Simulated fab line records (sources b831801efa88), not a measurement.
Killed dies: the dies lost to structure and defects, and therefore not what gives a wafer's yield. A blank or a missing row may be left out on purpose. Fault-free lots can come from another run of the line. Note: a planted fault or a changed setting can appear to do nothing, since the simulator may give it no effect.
What tool caused it? / flow sky130 / 36 wafers sampled from 12 lots at 1 step of a route of 708

== WHAT THE GAUGES SHOWED, per wafer ==
SKY_SONOS_TUNNEL_CD_MEAS_07 targets a cd of 410 nm.
lot=L075; measured=day 12 00:17; on=cd sem-01; cd nm (nm)=411.8 409.4 408.3
lot=L077; measured=day 12 16:08; on=cd sem-01; cd nm (nm)=405.1 409.0 405.4
lot=L079; measured=day 13 03:13; on=cd sem-01; cd nm (nm)=406.8 406.4 405.1
lot=L081; measured=day 13 17:26; on=cd sem-01; cd nm (nm)=407.1 407.5 406.1
lot=L083; measured=day 14 15:49; on=cd sem-02; cd nm (nm)=409.1 407.8 406.8
lot=L085; measured=day 15 05:43; on=cd sem-02; cd nm (nm)=408.2 409.2 407.8
lot=L087; measured=day 15 23:54; on=cd sem-01; cd nm (nm)=412.1 411.1 411.4
lot=L089; measured=day 16 13:14; on=cd sem-02; cd nm (nm)=410.4 410.7 412.8
lot=L091; measured=day 17 01:45; on=cd sem-01; cd nm (nm)=408.4 407.3 407.8
lot=L093; measured=day 18 01:57; on=cd sem-01; cd nm (nm)=411.7 412.6 411.2
lot=L095; measured=day 18 20:25; on=cd sem-01; cd nm (nm)=407.3 408.3 409.3
lot=L097; measured=day 19 10:17; on=cd sem-02; cd nm (nm)=412.0 410.4 412.1

== TOOL THAT RAN EACH LOT (tool first, then ch and the chambers of the sampled wafers, then the start) ==
The record shows no process step preceding these readings.

== THE ANSWER, worked out from the rows above alone ==
Rule: what is usual is taken from the lots themselves. The widest of any qualifying gaps counts: lots, ordered by their means at a reading, are off when they make up no more than a third of the lots, leave a main group of 4 or more, and stand apart from it by 3 or more times the standard deviation of that group's means. The tables above print the reading to a certain number of digits; a main group whose means all agree to those digits is not used. A lot without any number at a reading at which 4 lots or more have one is off too. Any other lot the step has rows for is counted as sound.
Across all readings shown, no lot is off: no conclusion can be drawn from this.

== WHAT THE SIMULATOR HAD INSERTED ==
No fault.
